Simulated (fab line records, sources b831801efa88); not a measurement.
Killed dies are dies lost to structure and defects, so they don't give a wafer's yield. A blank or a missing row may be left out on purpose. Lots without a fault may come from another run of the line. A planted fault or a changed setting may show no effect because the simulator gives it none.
Split-lot experiment | flow sky130 | 5 lots, 23 wafers read, on a route of 708 steps

THE SPLIT
At SKY_VIA4_CVD_18 (deposits W, target thk 505 nm, time 152.14 s), the setting temp_c was moved away from the recipe's 400 C on 7 of the 23 wafers read, by -1.7% to +2.1%. The other wafers ran this setting at the recipe's value.

FROM THE SPLIT TO THE READING: what the file shows between them, 1 step
- SKY_VIA4_RS_MEAS_19: measures by four-point-probe

THE READING
VIA4_W_THK, in nm, at SKY_VIA4_THK_MEAS_20 (measures by xrf). Fault-free wafers of this fab line usually give 492 nm, standard deviation 5.5 nm.

wafer  | tool, chamber at the split | temp_c as run, C | against the recipe | VIA4_W_THK, nm | against lot-mates on the recipe
L074.1 | cvd_w-02, 0                | 400              | recipe             | 498            | -
L074.2 | cvd_w-02, 1                | 400              | recipe             | 500            | -
L074.4 | cvd_w-02, 0                | 408.5            | +2.1%              | 577            | +79
L074.5 | cvd_w-02, 0                | 408.5            | +2.1%              | 566            | +68
L074.6 | cvd_w-02, 1                | 400              | recipe             | 497            | -
L078.1 | cvd_w-01, 0                | 400              | recipe             | 494            | -
L078.2 | cvd_w-01, 1                | 400              | recipe             | 495            | -
L078.3 | cvd_w-01, 0                | 393.4            | -1.7%              | 444            | -50
L078.5 | cvd_w-01, 0                | 393.4            | -1.7%              | 439            | -56
L078.6 | cvd_w-01, 1                | 393.4            | -1.7%              | 436            | -58
L079.1 | cvd_w-01, 1                | 400              | recipe             | 489            | -
L079.4 | cvd_w-01, 1                | 400              | recipe             | 491            | -
L079.5 | cvd_w-01, 0                | 400              | recipe             | 482            | -
L080.1 | cvd_w-02, 1                | 394.5            | -1.4%              | 434            | -50
L080.2 | cvd_w-02, 0                | 394.5            | -1.4%              | 442            | -42
L080.4 | cvd_w-02, 1                | 400              | recipe             | 482            | -
L080.5 | cvd_w-02, 0                | 400              | recipe             | 487            | -
L080.6 | cvd_w-02, 1                | 400              | recipe             | 482            | -
L082.2 | cvd_w-01, 0                | 400              | recipe             | 494            | -
L082.3 | cvd_w-01, 1                | 400              | recipe             | 500            | -
L082.4 | cvd_w-01, 0                | 400              | recipe             | 493            | -
L082.5 | cvd_w-01, 0                | 400              | recipe             | 494            | -
L082.6 | cvd_w-01, 1                | 400              | recipe             | 494            | -

THE FIT
A straight line over all 23 wafers: VIA4_W_THK changes by +35.7 nm for each +1% of temp_c; r = +0.98; the points scatter about the line by 6.4 nm.
The same after taking each lot's own level away (the mean of its wafers on the recipe; 23 wafers): +33.8 nm for each +1%; r = +1.00; scatter 3.3 nm.
On that fit, the largest move of temp_c shifts the reading by 72 nm.
The lots' own levels span 483.7 to 498.3 nm, that is 2.7 times the standard deviation above.
So the lot-to-lot level changes the slope little: the two slopes agree.
Check: with one of the wafers moved furthest among these (+2.1%) left out of the fit, the line predicts +69.4 nm for it against its lot-mates. It came out at +78.7 nm against them.

OTHER SPLITS ON THESE WAFERS
These wafers also went through other splits before the reading. Each is held against what the fit with the lots' levels taken away leaves over:
other split on the same wafers  | wafers away from the commonest value | r with VIA4_W_THK (lot level and that fit taken away)
SKY_CAP2M_COAT_07 resist_thk_nm | 5                                    | +0.25
SKY_VIA4_SOFTBAKE_07 temp_c     | 8                                    | -0.24

THE WHOLE CHAIN: every reading that the file lists as answering this split, in the file's order
step                 | what it does                                                | reading                                                                  | change (the file's fit)              | r (the file's)
SKY_VIA4_CVD_18      | deposits W, target thk 505 nm, time 152.14 s                | W_of_VIA4_CVD_18.thk_nm (the simulator's own value, which no gauge read) | +35 nm for each +1% of the setting   | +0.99
SKY_VIA4_RS_MEAS_19  | measures by four-point-probe                                | VIA4_W_RS                                                                | -0.0158 for each +1% of the setting  | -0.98
SKY_VIA4_THK_MEAS_20 | measures by xrf                                             | VIA4_W_THK                                                               | +33.8 for each +1% of the setting    | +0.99
SKY_VIA4_CMP_21      | polishes, stops on SiO2, t overpolish 25 s, target thk 0 nm | time_to_endpoint_s                                                       | withheld for each +1% of the setting | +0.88

THE FILE'S OWN FIT
VIA4_W_THK changes by +33.8 nm for each +1% of temp_c, r = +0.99.
